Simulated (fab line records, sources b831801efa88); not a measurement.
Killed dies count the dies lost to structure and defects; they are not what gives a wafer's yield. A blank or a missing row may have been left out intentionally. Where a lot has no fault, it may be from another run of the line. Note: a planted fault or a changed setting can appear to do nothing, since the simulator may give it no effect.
Code-filled problem report in 8D (eight disciplines) form -- flow sky130 -- the parts of the form that need people (team, actions taken, sign-off) are left out

== 1. PROBLEM STATEMENT ==
Wafers without a fault read 3.0, standard deviation 1.7; killed_at_M4_up at SKY_PAD_OPEN_PROBE_99 reads a mean of 63.3 on 6 wafers belonging to 2 lots. Relative to the usual mean, that is a shift of +35 standard deviations.
Seen first at day 49 16:26 on prober-01, wafer L454.1. Wafers with a number at this step in the record: 12, from 4 lots. By rule, "out" or "out of limits" means more than 4 standard deviations away from the usual mean. The rest of the wafers with a number are treated as sound.

== 2. WHAT IT IS; WHAT IT IS NOT ==
question,is,is not
which readings at this step,"killed_at_M4_up, defect_limited_yield, killed_dies, sort_bin_3_pad_short, sort_n_pass, sort_yield_pct","killed_at_M0_to_M3, killed_at_front_end, killed_short, sort_bin_6_memory"
which lots,"L452, L454","L441, L461"
which wafers of those lots,all that have a number,-
read on which tools,"prober-01, prober-02",-
when,from day 49 16:26,up to then (3 sound wafers); but 3 sound wafers of L461 came after

== 3. THE SUSPECTS, EACH WITH WHAT RULES IT OUT ==
Counting: any tool at a process step up to the reading is kept as a suspect provided that every lot that is out went through it and no sound lot did after the first of them.
- rie_diel-03 at SKY_METAL4_ETCH_17 (etches SiO2 in C4F8/O2/Ar, stops on TiN, time 3.9 s, target depth 15 nm): kept. It ran every lot that is out, first L454 (day 46 05:10), and no sound lot after that.
After counting, what remains is rie_diel-03 at SKY_METAL4_ETCH_17.

== 4. THE CAUSE (what the simulator had put in) ==
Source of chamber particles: rie_diel-03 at SKY_METAL4_ETCH_17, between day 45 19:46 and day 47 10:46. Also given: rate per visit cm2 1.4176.
After counting, this tool was the only one left.

== 5. SEQUENCE OF EFFECTS, ordered by route ==
Rows list readings where the struck wafers' mean (over those with a number) sits beyond 3 standard deviations from the usual. Readings are gone through only where the record gives a usual standard deviation; hours: the median, over the lots, of the time from a lot's start at the first step in this table giving one to that lot's start at this step; sigmas: the change measured in usual standard deviations.
hours,step,reading,usual,on struck wafers,change,sigmas
0,SKY_PAD_OPEN_PROBE_99,defect_limited_yield,83.0 %,71.8,-11.2,-6.2
0,SKY_PAD_OPEN_PROBE_99,killed_at_M4_up,3.0,63.3,+60.3,+35
0,SKY_PAD_OPEN_PROBE_99,killed_dies,83,138,+56,+6.2
0,SKY_PAD_OPEN_PROBE_99,sort_bin_3_pad_short,0.8 %,4.3,+3.5,+8.7
0,SKY_PAD_OPEN_PROBE_99,sort_bin_5_function,10.0 %,16.7,+6.7,+4.4
0,SKY_PAD_OPEN_PROBE_99,sort_n_pass,409,354,-56,-6.2
0,SKY_PAD_OPEN_PROBE_99,sort_yield_pct,83.0 %,71.8,-11.2,-6.2
The process steps in it:
- SKY_PAD_OPEN_PROBE_99

== 6. WHAT WOULD HAVE CAUGHT IT SOONER ==
93 hours passed between the start of the fault at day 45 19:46 and the first reading out of limits in this record, taken at day 49 16:26.
Of the tool readings at SKY_METAL4_ETCH_17 for which the record gives a usual standard deviation, none was out on any struck wafer, so an alarm limit of 4 standard deviations on them would not have fired.
Each of the lots that are out, 2 in all, had begun SKY_METAL4_ETCH_17 on rie_diel-03 no later than day 49 16:26. Tool hold at that time: it would have spared none of them.
